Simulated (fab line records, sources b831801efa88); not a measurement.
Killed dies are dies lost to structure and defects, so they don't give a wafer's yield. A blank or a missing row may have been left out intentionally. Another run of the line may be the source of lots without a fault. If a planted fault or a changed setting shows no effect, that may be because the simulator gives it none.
What tool caused it?    flow gf180mcu    12 lots, 36 wafers sampled, at 4 steps of a route of 602

WHAT THE GAUGES READ, wafer by wafer
GF_V3_BOW_MEAS_05. Usual: for V3_BOW the level is 116 um and the standard deviation is 8.9.
lot   measured      on             V3_BOW (um)  flag
L606  day 21 01:49  film metro-02  116 126 112  
L610  day 23 00:26  film metro-01  129 115 106  
L611  day 23 12:16  film metro-02  117 119 109  
L614  day 24 11:14  film metro-02  100 113 108  
L616  day 24 22:23  film metro-02  105 111 121  
L618  day 25 18:26  film metro-04  107 114 99   
L621  day 26 16:31  film metro-04  116 113 108  
L622  day 27 01:27  film metro-04  117 123 119  
L624  day 27 15:25  film metro-04  123 129 120  
L626  day 28 05:12  film metro-04  115 108 119  
L627  day 28 11:34  film metro-04  104 112 109  
L629  day 28 18:26  film metro-02  120 105 120  

GF_V3_CD_MEAS_14 targets a cd of 260 nm. Usual: cd nm at 260.1 nm, with a standard deviation of 1.5.
lot   measured      on         cd nm (nm)         flag
L606  day 22 01:34  cd sem-01  259.1 258.1 258.2  
L610  day 23 23:15  cd sem-01  258.7 259.1 259.0  
L611  day 24 09:36  cd sem-02  257.7 258.3 258.5  
L614  day 25 08:57  cd sem-01  263.3 261.1 261.6  
L616  day 25 19:35  cd sem-01  261.0 260.3 259.9  
L618  day 26 15:17  cd sem-02  262.5 261.6 261.6  
L621  day 27 12:17  cd sem-02  258.0 258.4 257.7  
L622  day 27 21:46  cd sem-02  268.2 269.3 269.1  OFF
L624  day 28 10:52  cd sem-01  268.6 268.1 268.8  OFF
L626  day 29 00:13  cd sem-01  260.9 257.7 258.5  
L627  day 29 06:13  cd sem-01  260.9 260.5 260.9  
L629  day 29 12:44  cd sem-02  259.0 260.6 259.7  

WHICH TOOL RAN EACH LOT (tool, then ch and the chambers of the sampled wafers, then the start)
lot   GF_V3_CMP_04                   GF_V3_PEB_12
L606  cmp-01 ch 0,1,2, day 21 01:36  litho track-04 ch 0, day 22 01:14
L610  cmp-02 ch 0,2,3, day 23 00:16  litho track-01 ch 0, day 23 22:55
L611  cmp-01 ch 0,1, day 23 11:55    litho track-02 ch 0, day 24 09:17
L614  cmp-02 ch 0,1,2, day 24 10:55  litho track-01 ch 0, day 25 08:37
L616  cmp-02 ch 0,2,3, day 24 22:05  litho track-01 ch 0, day 25 19:14
L618  cmp-02 ch 0,1,3, day 25 18:08  litho track-04 ch 0, day 26 14:56
L621  cmp-01 ch 0,1, day 26 16:13    litho track-01 ch 0, day 27 11:56
L622  cmp-02 ch 1,2, day 27 01:10    litho track-01 ch 0, day 27 21:26
L624  cmp-01 ch 0,1,2, day 27 15:07  litho track-01 ch 0, day 28 10:31
L626  cmp-01 ch 1,3, day 28 04:54    litho track-02 ch 0, day 28 23:52
L627  cmp-02 ch 2,3, day 28 11:16    litho track-02 ch 0, day 29 05:52
L629  cmp-02 ch 1,2,3, day 28 18:07  litho track-02 ch 0, day 29 12:23
- GF_V3_CMP_04: polishes SiO2.
- GF_V3_PEB_12: peb time 90 s.

WHAT THE TOOLS THEMSELVES READ (means of the sampled wafers that have a number; where no wafer has one, the mark that the record gives instead)
GF_V3_CMP_04. Usual: motor current A 11.8 A, standard deviation 0.84; time to endpoint s 79 s, standard deviation 5.5.
lot   tool    motor current A (A)  time to endpoint s (s)  flag
L606  cmp-01  12.6                 81                      
L610  cmp-02  11.6                 79                      
L611  cmp-01  12.8                 81                      
L614  cmp-02  11.8                 79                      
L616  cmp-02  11.2                 76                      
L618  cmp-02  11.5                 77                      
L621  cmp-01  13.0                 73                      
L622  cmp-02  11.5                 77                      
L624  cmp-01  12.7                 73                      
L626  cmp-01  11.2                 79                      
L627  cmp-02  12.2                 85                      
L629  cmp-02  11.7                 89                      

GF_V3_PEB_12. Usual: heater power total W 85.70 W, standard deviation 0.09; plate temp C 135.02 C, standard deviation 0.13.
lot   tool            heater power total W (W)  plate temp C (C)  flag
L606  litho track-04  85.65                     134.97            
L610  litho track-01  85.63                     135.01            
L611  litho track-02  85.67                     135.07            
L614  litho track-01  85.71                     134.92            
L616  litho track-01  85.76                     134.98            
L618  litho track-04  85.73                     135.07            
L621  litho track-01  85.64                     134.90            
L622  litho track-01  88.90                     139.07            OFF
L624  litho track-01  88.91                     139.00            OFF
L626  litho track-02  85.81                     135.09            
L627  litho track-02  85.73                     134.95            
L629  litho track-02  85.73                     135.12            

THE ANSWER, worked out from the rows above alone
Rule: a lot counts as off when the mean over its wafers that have a number is more than 3 standard deviations away from the usual mean. A lot without any number at a reading at which 4 lots or more have one is off too. Where the step has rows for the other lots, those lots are counted as sound. After the gauges, taken in route order, come the tools' own readings; for these a lot's mean is taken, as printed above. The first step at which some lot is off is used, and at that step the reading that is off furthest; a lot without a number counts as furthest.
Off: L622, L624, at GF_V3_CD_MEAS_14 (cd nm).
A tool fits if, at a process step before that reading, it ran every lot that is off, and no sound lot after the first of them. The gauges at GF_V3_CD_MEAS_14 aren't tried: what is off there is off at GF_V3_PEB_12 too, on other tools, and a gauge's error can't cause that. One fits: litho track-01 at GF_V3_PEB_12. A fault onset in the window from L621 (day 27 11:56, its last sound lot) to L622 (day 27 21:26, its first lot off) fits.
The tool's own readings at GF_V3_PEB_12 bear it out: on the lots that are off they differ by more than 5 times the standard deviation of the sound lots' means. heater power total W reads 88.91 W there against 85.71 W on the sound lots; plate temp C reads 139.03 C there against 135.01 C on the sound lots.

WHAT THE SIMULATOR HAD INSERTED
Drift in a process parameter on litho track-01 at GF_V3_PEB_12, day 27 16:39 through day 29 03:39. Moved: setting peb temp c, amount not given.
Shown lots that were struck: L622, L624. The same result came from the rule above.
